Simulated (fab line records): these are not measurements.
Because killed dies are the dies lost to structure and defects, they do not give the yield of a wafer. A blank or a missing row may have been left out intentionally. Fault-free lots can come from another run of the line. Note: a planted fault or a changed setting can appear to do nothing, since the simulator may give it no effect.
Matching of chambers || flow sky130 || cmp-02 running SKY_LI_CONTACT_CMP_24: 4 sister chambers
The step polishes, stops on PSG, t overpolish 20 s, target thk 0 nm. 7 wafers are shown with their chamber, then 8 later ones without.

WAFERS WITH THEIR CHAMBER
{"wafer": "L251.1", "chamber": 0, "motorCurrentA (A)": 11.2, "timeToEndpointS (s)": 84.4}
{"wafer": "L251.5", "chamber": 2, "motorCurrentA (A)": 12.8, "timeToEndpointS (s)": 86.2}
{"wafer": "L253.5", "chamber": 1, "motorCurrentA (A)": 10.2, "timeToEndpointS (s)": 95.1}
{"wafer": "L258.2", "chamber": 2, "motorCurrentA (A)": 11.7, "timeToEndpointS (s)": 88.7}
{"wafer": "L258.3", "chamber": 1, "motorCurrentA (A)": 9.3, "timeToEndpointS (s)": 95.1}
{"wafer": "L258.4", "chamber": 3, "motorCurrentA (A)": 11.8, "timeToEndpointS (s)": 95.2}
{"wafer": "L261.1", "chamber": 3, "motorCurrentA (A)": 11.6, "timeToEndpointS (s)": 95.1}

WAFERS WITH NO CHAMBER GIVEN
{"wafer": "L261.4", "motorCurrentA (A)": 12.9, "timeToEndpointS (s)": 94.8}
{"wafer": "L261.6", "motorCurrentA (A)": 12.4, "timeToEndpointS (s)": 94.5}
{"wafer": "L263.1", "motorCurrentA (A)": 10.5, "timeToEndpointS (s)": 96.2}
{"wafer": "L263.5", "motorCurrentA (A)": 11.0, "timeToEndpointS (s)": 95.1}
{"wafer": "L263.6", "motorCurrentA (A)": 11.0, "timeToEndpointS (s)": 97.0}
{"wafer": "L264.1", "motorCurrentA (A)": 11.8, "timeToEndpointS (s)": 96.5}
{"wafer": "L264.4", "motorCurrentA (A)": 11.5, "timeToEndpointS (s)": 93.8}
{"wafer": "L264.6", "motorCurrentA (A)": 11.8, "timeToEndpointS (s)": 99.0}

CHAMBER TAKEN BY EACH
{"wafer": "L261.4", "from the rows above": 3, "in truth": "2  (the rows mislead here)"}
{"wafer": "L261.6", "from the rows above": 3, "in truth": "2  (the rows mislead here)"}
{"wafer": "L263.1", "from the rows above": "can't be placed: 1 or 3", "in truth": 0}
{"wafer": "L263.5", "from the rows above": "can't be placed: 3 or 1", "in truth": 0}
{"wafer": "L263.6", "from the rows above": "can't be placed: 3 or 1", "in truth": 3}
{"wafer": "L264.1", "from the rows above": 3, "in truth": 3}
{"wafer": "L264.4", "from the rows above": "can't be placed: 3 or 1", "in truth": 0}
{"wafer": "L264.6", "from the rows above": "can't be placed: 3 or 1", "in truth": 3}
Correctly placed: 1 of 8. Can't be placed from these rows: 5 (the true chamber is among the candidates in 2). Placed wrongly: 2.
How it was worked out, from the rows above alone: a wafer's distance from a chamber is the root of the sum, over the readings, of the square of ((its reading less the chamber's mean) divided by the reading's scatter). The wafer belongs to the nearest chamber; if the next one is less than 2 further off, it can't be placed. A chamber's mean is the mean of its shown wafers. The scatter is the square root of a quotient: the sum, over the shown wafers, of each reading's squared deviation from its chamber's mean, divided by wafers minus chambers.
